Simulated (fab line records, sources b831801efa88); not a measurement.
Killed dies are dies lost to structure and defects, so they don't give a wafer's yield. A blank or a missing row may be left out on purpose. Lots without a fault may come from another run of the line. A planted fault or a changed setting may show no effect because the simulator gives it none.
fab line records | flow sfq_line
record lots=5 wafers=15 last_day=100
route steps=325 shown M7@288
lots that met no fault: from a run of the same line without faults
start_h: hours from the record's first day to the start of the lot's first wafer shown | wait_h: hours since the lot's step before | " the same as in the row above | L1.1+2: a row that stands for several wafers | - no value, or no start given | * or withheld: withheld | < > ~ a bound
route shown NAME@n: a module of which the file shows steps, and the number in the route of the first | usual: mean/standard deviation of fault-free wafers | same: alike in all rows | chamber/n: place in a boat | sites: the reading at each site | _std_site: their standard deviation | _edge_site: outer sites' mean less inner sites' | radius_mm: how far each site lies from the wafer's centre | mask NAME#n: copy n | behind: the tool/chamber that last shaped the wafer | hold: why the lot was held/for how many hours/how that ended | device: the transistor (n, p or np) that didn't switch | end of line: the same wafers' tests at the end of the route | a step without rows: its recipe alone | killed: dies lost to structure and defects at the first sort, not the wafer's yield | map: a wafer's dies, x killed, . not, _ none there
set.NAME: the setting as run; set.NAME@STEP: as run at that earlier step | model.NAME: the simulator's own value behind a step, which no gauge read
lots at some steps of the route; a table a step, a row a wafer
services: from which hour (start_h, from the record's first day; less than 0 if before it) a tool's chamber was out of use, for how many hours, and why
## steps
# step SFQ_TRILAYER_M7_LITHO_EXPOSE_178
# recipe mask_id=M7 na=0.6 source_shape=conventional sigma_outer=0.65 target_cd_nm=500 dose_mj=14.4
# usual stage_vel_mm_s=499.96/0.26
# same na=0.6
# columns lot.wafer tool chamber start_h wait_h mask stage_vel_mm_s
L079.2 krf_scanner-02 0 1949.24 - M7#0 500.06
L079.3 " 0 " " M7#0 500.40
L079.6 " 0 " " M7#0 500.20
L084.2 krf_scanner-02 0 2170.07 - M7#0 499.72
L084.4 " 0 " " M7#0 499.59
L084.6 " 0 " " M7#0 499.71
L091.2 krf_scanner-02 0 2206.07 - M7#0 500.41
L091.3 " 0 " " M7#0 500.46
L091.5 " 0 " " M7#0 499.90
L092.1 krf_scanner-02 0 2209.47 - M7#0 499.94
L092.2 " 0 " " M7#0 499.92
L092.4 " 0 " " M7#0 500.29
L096.2 krf_scanner-01 0 2235.92 - M7#0 499.96
L096.3 " 0 " " M7#0 500.25
L096.6 " 0 " " M7#0 500.28
# step SFQ_TRILAYER_M7_LITHO_PEB_180
# recipe peb_temp_c=115 peb_time_s=60 resist=KrF
# usual plate_temp_C=114.99/0.14
# columns lot.wafer tool chamber start_h wait_h plate_temp_C
L079.2 litho_track-01 0 1950.26 0.8 115.02
L079.3 " 0 " " 115.16
L079.6 " 0 " " 115.11
L084.2 litho_track-04 0 2171.09 0.8 115.11
L084.4 " 0 " " 115.19
L084.6 " 0 " " 115.09
L091.2 litho_track-04 0 2207.09 0.8 115.00
L091.3 " 0 " " 115.01
L091.5 " 0 " " 115.16
L092.1 litho_track-01 0 2210.67 1.0 114.86
L092.2 " 0 " " 114.98
L092.4 " 0 " " 114.85
L096.2 litho_track-01 0 2236.94 0.8 115.05
L096.3 " 0 " " 114.97
L096.6 " 0 " " 115.02
# step SFQ_TRILAYER_M7_LITHO_DEVELOP_179
# recipe time_s=60 resist=KrF
# columns lot.wafer tool chamber start_h wait_h
L079.2+3+6 litho_track-01 0 1950.41 0.1
L084.2+4+6 litho_track-04 0 2171.24 0.1
L091.2+3+5 litho_track-04 0 2207.24 0.1
L092.1+2+4 litho_track-01 0 2210.82 0.1
L096.2+3+6 litho_track-01 0 2237.09 0.1
# step SFQ_M7_OVL_MEAS_945
# usual M7_OVL=1/5.4
# columns lot.wafer tool chamber start_h wait_h M7_OVL[nm]
L079.2 overlay-02 - 1950.55 0.1 1
L079.3 " - " " 5
L079.6 " - " " 6
L084.2 overlay-01 - 2171.37 0.1 6
L084.4 " - " " 9
L084.6 " - " " 5
L091.2 overlay-01 - 2207.37 0.1 5
L091.3 " - " " 4
L091.5 " - " " 2
L092.1 overlay-02 - 2210.97 0.1 0
L092.2 " - " " 6
L092.4 " - " " 5
L096.2 overlay-02 - 2237.22 0.1 -9
L096.3 " - " " -12
L096.6 " - " " -10
# step SFQ_TRILAYER_M7_BARC_OPEN_METAL_ETCH_229
# recipe mask_material=PR chemistry=O2 target_depth_nm=125 target=BARC icp_w=600 bias_w=80 pressure_mtorr=10 time_s=41.7
# usual chamber_pressure_mTorr=9.999/0.0087 drypump_motor_current_A=5.7/0.41 oes_product_au=0.685/0.0046
# columns lot.wafer tool chamber start_h wait_h chamber_pressure_mTorr drypump_motor_current_A oes_product_au rf_hours_counter_h
L079.2 rie_metal-03 1 1950.60 0.0 10.005 5.3 0.692 -
L079.3 " 1 " " 10.007 5.2 0.692 -
L079.6 " 1 " " 10.009 5.3 0.698 -
L084.2 rie_metal-03 0 2171.40 0.0 10.001 6.0 0.684 130
L084.4 " 0 " " 10.012 6.0 0.679 -
L084.6 " 1 " " 10.004 5.3 0.686 -
L091.2 rie_metal-03 0 2207.40 0.0 10.019 6.0 0.695 1
L091.3 " 0 " " 10.007 6.0 0.698 -
L091.5 " 1 " " 9.981 5.3 0.691 -
L092.1 rie_metal-02 1 2211.00 0.0 10.013 6.4 0.684 91
L092.2 " 0 " " 10.000 5.6 0.691 51
L092.4 " 0 " " 9.999 5.6 0.687 -
L096.2 rie_metal-03 1 2237.25 0.0 9.993 5.3 0.679 28
L096.3 " 0 " " 10.003 6.0 0.680 -
L096.6 " 1 " " 9.993 5.3 0.683 -
# step SFQ_TRILAYER_M7_ETCH_METAL_ETCH_180
# recipe target=Nb stop_on=SiO2 mask_material=PR chemistry=Cl2/Ar target_depth_nm=240 icp_w=600 bias_w=80 pressure_mtorr=10 time_s=120
# usual chamber_pressure_mTorr=9.999/0.0098 drypump_motor_current_A=5.7/0.4 oes_product_au=0.895/0.008
# columns lot.wafer tool chamber start_h wait_h chamber_pressure_mTorr drypump_motor_current_A oes_product_au rf_hours_counter_h
L079.2 rie_metal-03 1 1950.74 0.1 10.012 5.3 0.912 -
L079.3 " 1 " " 10.005 5.3 0.899 -
L079.6 " 1 " " 9.999 5.3 0.899 -
L084.2 rie_metal-03 0 2171.46 0.0 9.993 6.0 0.895 130
L084.4 " 0 " " 9.999 6.0 0.894 -
L084.6 " 1 " " 9.982 5.2 0.887 -
L091.2 rie_metal-03 0 2207.46 0.0 9.988 6.0 0.909 1
L091.3 " 0 " " 10.000 6.0 0.908 -
L091.5 " 1 " " 10.000 5.3 0.900 -
L092.1 rie_metal-02 1 2211.06 0.0 9.996 6.4 0.884 91
L092.2 " 0 " " 10.005 5.6 0.892 51
L092.4 " 0 " " 9.994 5.6 0.877 -
L096.2 rie_metal-03 1 2237.31 0.0 10.012 5.3 0.898 28
L096.3 " 0 " " 10.007 6.0 0.887 -
L096.6 " 1 " " 10.012 5.3 0.903 -
# step SFQ_TRILAYER_M7_STRIP_STRIP_181
# recipe gas=O2 power_w=200 platen_temp_c=40 overash_fraction=0.65 chemistry=O2 pressure_mtorr=50
# usual chamber_pressure_mTorr=50.00/0.046 drypump_motor_current_A=5.7/0.4 oes_product_au=0.994/0.011
# columns lot.wafer tool chamber start_h wait_h chamber_pressure_mTorr drypump_motor_current_A oes_product_au rf_hours_counter_h
L079.2 rie_metal-03 1 1951.15 0.4 50.08 5.3 0.985 -
L079.3 " 1 " " 49.99 5.3 0.988 -
L079.6 " 1 " " 49.93 5.3 0.986 -
L084.2 rie_metal-03 0 2171.59 0.1 50.07 6.0 1.001 131
L084.4 " 0 " " 50.09 6.0 1.016 -
L084.6 " 1 " " 50.06 5.3 0.983 -
L091.2 rie_metal-03 0 2207.59 0.1 50.01 6.0 1.003 1
L091.3 " 0 " " 49.98 6.0 1.002 -
L091.5 " 1 " " 49.95 5.2 0.976 -
L092.1 rie_metal-02 1 2211.19 0.1 50.07 6.3 0.991 91
L092.2 " 0 " " 50.06 5.6 1.003 51
L092.4 " 0 " " 50.01 5.6 1.006 -
L096.2 rie_metal-03 1 2237.44 0.1 50.01 5.2 0.982 28
L096.3 " 0 " " 49.94 6.0 1.005 -
L096.6 " 1 " " 49.91 5.3 0.989 -
# step SFQ_TRILAYER_M7_STRIP_SOLV_CLEAN_182
# recipe chemistry=NMP temp_c=70 time_s=600
# columns lot.wafer tool chamber start_h wait_h
L079.2+3+6 wet_bench-02 0,7,5 1952.15 0.8
L084.2+4+6 wet_bench-02 3,2,5 2172.19 0.4
L091.2+3+5 wet_bench-01 4,0,6 2208.19 0.4
L092.1+2+4 wet_bench-02 2,4,1 2211.79 0.4
L096.2+3+6 wet_bench-02 5,2,4 2238.04 0.4
## services
# columns tool chamber start_h hours kind
rie_metal-03 0 1929.31 23.4 repair
krf_scanner-02 - 1933.05 0.1 repair
krf_scanner-01 - 1952.67 1.0 pm
krf_scanner-02 - 1953.84 1.3 pm
wet_bench-01 - 1953.94 0.6 repair
krf_scanner-02 - 1964.74 0.8 pm
krf_scanner-01 - 1966.10 0.8 pm
rie_metal-03 - 1972.08 2.8 pm
wet_bench-02 - 1994.55 1.9 repair
krf_scanner-01 - 2003.85 3.6 pm
wet_bench-01 - 2006.60 180.6 repair
krf_scanner-02 - 2008.96 6.5 repair
rie_metal-02 - 2020.10 0.9 repair
krf_scanner-01 - 2027.09 1.3 pm
krf_scanner-01 - 2028.96 0.3 repair
krf_scanner-01 - 2070.88 0.5 repair
krf_scanner-02 - 2088.61 1.0 pm
wet_bench-02 - 2095.72 1.9 pm
wet_bench-01 - 2095.97 0.9 repair
krf_scanner-02 - 2113.02 1.1 repair
krf_scanner-02 - 2128.67 1.3 pm
krf_scanner-02 - 2133.12 0.8 pm
rie_metal-02 0 2138.54 18.1 repair
krf_scanner-02 - 2223.87 4.0 pm
## key
fault none
